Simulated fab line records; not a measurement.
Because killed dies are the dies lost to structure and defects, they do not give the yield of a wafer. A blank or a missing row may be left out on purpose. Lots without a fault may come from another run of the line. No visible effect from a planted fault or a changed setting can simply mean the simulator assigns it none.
One fault seen from 2 desks ; flow sky130 ; each desk has only its own numbers; what lay behind them comes last

AT THE TOOL OWNER'S DESK: plasma_asher-01
The tool's own readings at SKY_CAPM_STRIP_14 (strips in O2/N2): means of the sampled wafers that have a number, for each lot that ran on this tool. Any lot whose mean is over 4 standard deviations away from the usual mean is out of limits and marked OUT; that distance is given in the brackets.
Columns: A = drypump_motor_current_A at SKY_CAPM_STRIP_14, usual 5.5 A; B = oes_product_au at SKY_CAPM_STRIP_14, usual 0.710 a.u.; C = strip_time_to_endpoint_s at SKY_CAPM_STRIP_14, usual 12.58 s
lot;first seen here;A;B;C
L343;day 38 15:57;5.4;0.709;12.56
L345;day 39 13:06;5.5;0.715;12.57
L350;day 41 00:10;5.5;0.712;12.56
L351;day 41 04:36;5.5;0.709;12.65
This desk found nothing out of limits on any of the 4 lots.

THE METROLOGY DESK
What the gauges read for every lot (on any tool): the sampled wafers with a number, averaged. Any lot whose mean is over 4 standard deviations away from the usual mean is out of limits and marked OUT; that distance is given in the brackets.
Columns: A = PASSIVATION_CVD_00_THK at SKY_PASSIVATION_THK_MEAS_01, usual 90.3 nm
lot;first seen here;A
L340;day 44 01:11;89.2
L343;day 44 22:50;89.7
L344;day 45 10:34;90.1
L345;day 45 18:28;90.7
L349;day 46 20:47;90.1
L350;day 46 23:07;90.8
L351;day 47 02:19;90.0
L352;day 47 09:41;89.7
L354;day 47 23:45;90.4
L356;day 48 08:58;89.5
L362;day 49 13:32;91.0
L363;day 49 15:18;89.2
This desk found nothing out of limits on any of the 12 lots.

BROUGHT TOGETHER
The tool owner's desk saw nothing out of limits.
The metrology desk saw nothing out of limits.

WHAT THE SIMULATOR HAD INSERTED
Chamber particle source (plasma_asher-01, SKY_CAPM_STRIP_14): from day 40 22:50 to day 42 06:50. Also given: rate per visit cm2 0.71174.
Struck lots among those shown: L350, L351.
